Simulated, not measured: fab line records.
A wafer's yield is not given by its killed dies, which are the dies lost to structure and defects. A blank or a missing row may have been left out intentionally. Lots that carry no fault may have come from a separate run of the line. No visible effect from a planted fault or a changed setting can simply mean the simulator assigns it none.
Problem report in the 8D (eight disciplines) form, filled by code | flow gf180mcu | the parts of the form that need people (team, actions taken, sign-off) are left out

== 1. PROBLEM STATEMENT ==
Wafers free of any fault read 690 (standard deviation 4.3) for VT_IMPLANT_4_TW at GF_VT_IMPLANT_TW_MEAS_43, against a mean of 723 on 6 wafers of 2 lots. Measured from the usual mean, that is +7.6 standard deviations.
The first sign was on wafer L914.1 at day 11 10:26, on filmMetro-01. At this step, 42 wafers from 14 lots have a number in the record. Rule for "out", or "out of limits": more than 4 standard deviations from the usual mean. All remaining wafers that have a number are taken as sound.

== 2. WHAT THIS IS AND IS NOT ==
question                    | is                         | is not
which readings at this step | VT_IMPLANT_4_TW            | -
which lots                  | L914, L917                 | L900, L902, L903, L904, L905, L906, L907, L908, L909, L919, L921, L922
which wafers of those lots  | all that have a number     | -
read on which gauges        | filmMetro-01, filmMetro-02 | filmMetro-03
when                        | from day 11 10:26          | up to then (27 sound wafers); but 9 sound wafers of L919, L921, L922 came after

== 3. WHAT RULES OUT EACH SUSPECT ==
Counting: a tool at any process step up to the reading remains a suspect when it ran all the lots that are out and ran no sound lot after the first of those.
- the gauge at GF_VT_IMPLANT_TW_MEAS_43: ruled out. The wafers that are out were read on 2 gauges (filmMetro-01, filmMetro-02).
- implanter-02 at GF_VT_IMPLANT_IMPLANT_41: kept. Every lot that is out went through it, starting with L914 (day 11 10:11), and after that it ran no sound lot; the last sound lot it ran before then is L908 (day 9 19:18). Its own readings are out on those wafers: beamEnergyKeV.
The count leaves implanter-02 at GF_VT_IMPLANT_IMPLANT_41.

== 4. THE CAUSE (what the simulator had put in) ==
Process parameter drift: implanter-02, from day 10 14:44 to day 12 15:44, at GF_VT_IMPLANT_IMPLANT_41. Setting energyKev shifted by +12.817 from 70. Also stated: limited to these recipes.
After counting, this tool was the only one left.

== 5. THE EFFECT CHAIN, in route order ==
Each row: a reading where the mean over the struck wafers with a number is more than 3 standard deviations away from the usual. Only readings for which the record gives a usual standard deviation are gone through. hours: the time from each lot's start at the first step in this table that gives one to its start at this step, as a median over the lots. sigmas: the change in usual standard deviations.
hours | step                     | reading         | usual  | on struck wafers | change  | sigmas
0     | GF_VT_IMPLANT_IMPLANT_41 | beamEnergyKeV   | 70.001 | 82.806           | +12.805 | +99 or more
0     | GF_VT_IMPLANT_TW_MEAS_43 | VT_IMPLANT_4_TW | 690    | 723              | +33     | +7.6
Here are the process steps it includes:
- GF_VT_IMPLANT_IMPLANT_41
Later steps that measure or inspect, where all struck wafers having a row at the step show a number for every such reading and not one has moved that far: GF_VT_IMPLANT_RS_MEAS_46.

== 6. WHAT WOULD HAVE CAUGHT IT SOONER ==
Counted from the fault's start at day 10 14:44, it took 20 hours until the first out-of-limits reading at a measuring or inspecting step in this record, taken at day 11 10:26.
Tool's own readings at GF_VT_IMPLANT_IMPLANT_41, beamEnergyKeV: out on all struck wafers the step has rows for; an alarm limit on them would have tripped on the first.
Of the lots that are out (2), L917 began GF_VT_IMPLANT_IMPLANT_41 on implanter-02 after day 11 10:26. Had the tool been put on hold then, it would have been spared.
